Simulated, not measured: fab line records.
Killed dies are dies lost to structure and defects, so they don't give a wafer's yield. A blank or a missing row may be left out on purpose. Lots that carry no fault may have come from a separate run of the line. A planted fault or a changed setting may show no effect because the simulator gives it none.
Comparing a struck lot with a sound one + flow sky130 + 25 out of 708 route steps
Sound: these wafers, L834.2, L834.4, L834.6. Wafers struck: L845.1, L845.2, L845.4. The cause is named last.
Order at every step that has rows: each side's tool, ch and its chambers, its first start. Under that, the readings that differ: sound wafers + struck wafers + difference of the means + sigmas: that difference in standard deviations of wafers without a fault.
alike: readings whose means differ by less than 2 such deviations, and words and numbers that are the same on both sides. not compared: withheld readings, readings that some wafer has no value for, bounds like >300 that may hide the same value, and numbers for which the record gives no deviation and whose values overlap.
The two part at a step that has a row with sigmas, a row that says differs or no value, or rows on one side only. When numbers do not overlap yet have no deviation, they are printed without sigmas and do not part them. Lack of a reading on every wafer of one side parts them only where that side has two or more wafers.

SKY_POLY_CUT_ETCH_11: etches Si3N4 in CF4/CH2F2/Ar, stops on poly-Si, time 42.5 s, target depth 60 nm.
  sound on rieDiel-03 ch 1,2,3, day 25 16:13; struck on rieDiel-02 ch 0,1,2, day 29 06:59
  alike: drypumpMotorCurrentA, mfcArSccm, oesProductAu, rfFwdPowerW, throttleValvePct
  not compared: rfHoursCounterH
SKY_POLY_CUT_STRIP_12: strips in O2/N2.
  sound on plasmaAsher-04 ch 0,1, day 25 16:16; struck on plasmaAsher-03 ch 0,1, day 29 07:02
  alike: chamberPressureMTorr, drypumpMotorCurrentA, oesProductAu, stripTimeToEndpointS
  not compared: rfHoursCounterH
then, 7 steps without rows for these wafers: SKY_SD_P_DEHYDRATE_00 (time 60 s); SKY_SD_P_HMDS_01 (prime time 60 s); SKY_SD_P_COAT_02 (resist thk 1140 nm); SKY_SD_P_SOFTBAKE_03 (time 60 s); SKY_SD_P_EXPOSE_04 (exposes mask PSDM, target cd 380 nm); SKY_SD_P_PEB_05; SKY_SD_P_DEVELOP_06 (develop time 60 s).
SKY_SD_P_CD_MEAS_07: the cd target is 380 nm.
  sound: cdSem-01 at day 26 22:10; struck: cdSem-02 at day 30 11:28
  alike: cdNm
SKY_SD_P_OVL_MEAS_08:
  sound: overlay-02 at day 26 22:16; struck: overlay-01 at day 30 11:35
  alike: SD_P_OVL
then, 1 step without rows for these wafers: SKY_SD_P_IMPLANT_09.
SKY_SD_P_STRIP_10: strips in O2/N2.
  sound on plasmaAsher-01 ch 0,1, day 26 22:27; struck on plasmaAsher-01 ch 0,1, day 30 11:46
  no value came back on the struck wafers for chamberPressureMTorr (mTorr), drypumpMotorCurrentA (A), oesProductAu (a.u.), stripTimeToEndpointS (s); on the sound wafers chamberPressureMTorr (mTorr) reads 1499.8 1499.4 1500.9
| reading                                  | sound | struck         | difference | sigmas |
|------------------------------------------|-------|----------------|------------|--------|
| model.NOVOLAK_of_SD_P_COAT_02.thkNm (nm) | 0 0 0 | 1140 1141 1141 | +1141      |        |
  not compared: rfHoursCounterH
SKY_SD_P_TW_MEAS_11:
  sound: filmMetro-02 at day 26 22:34; struck: filmMetro-02 at day 30 11:52
  alike: SD_P_TW
then, 8 steps without rows for these wafers: SKY_RES_XHIGH_DEHYDRATE_00 (time 60 s); SKY_RES_XHIGH_HMDS_01 (prime time 60 s); SKY_RES_XHIGH_COAT_02 (resist thk 1140 nm); SKY_RES_XHIGH_SOFTBAKE_03 (time 60 s); SKY_RES_XHIGH_EXPOSE_04 (exposes mask URPM, target cd 1270 nm); SKY_RES_XHIGH_PEB_05; SKY_RES_XHIGH_DEVELOP_06 (develop time 60 s); SKY_RES_XHIGH_IMPLANT_07.
SKY_RES_XHIGH_STRIP_08: strips in O2/N2.
  sound on plasmaAsher-04 ch 0,1, day 28 03:57; struck on plasmaAsher-04 ch 0,1, day 31 16:17
| reading                  | sound             | struck            | difference | sigmas      |
|--------------------------|-------------------|-------------------|------------|-------------|
| stripTimeToEndpointS (s) | 14.23 14.22 14.23 | 31.44 31.45 31.43 | +17.21     | +99 or more |
  alike: chamberPressureMTorr, drypumpMotorCurrentA, oesProductAu
  not compared: rfHoursCounterH
SKY_RES_XHIGH_TW_MEAS_09:
  sound: filmMetro-02 at day 28 04:04; struck: filmMetro-01 at day 31 16:23
| reading      | sound          | struck   | difference | sigmas      |
|--------------|----------------|----------|------------|-------------|
| RES_XHIGH_TW | 1647 1655 1646 | 30 30 30 | -1619      | -99 or more |
then, 1 step without rows for these wafers: SKY_SD_N_DEHYDRATE_00 (time 60 s).

## WHERE THEY PART
Earliest at SKY_SD_P_STRIP_10; latest, in this record, at SKY_RES_XHIGH_TW_MEAS_09.

WHY: the cause the simulator had injected
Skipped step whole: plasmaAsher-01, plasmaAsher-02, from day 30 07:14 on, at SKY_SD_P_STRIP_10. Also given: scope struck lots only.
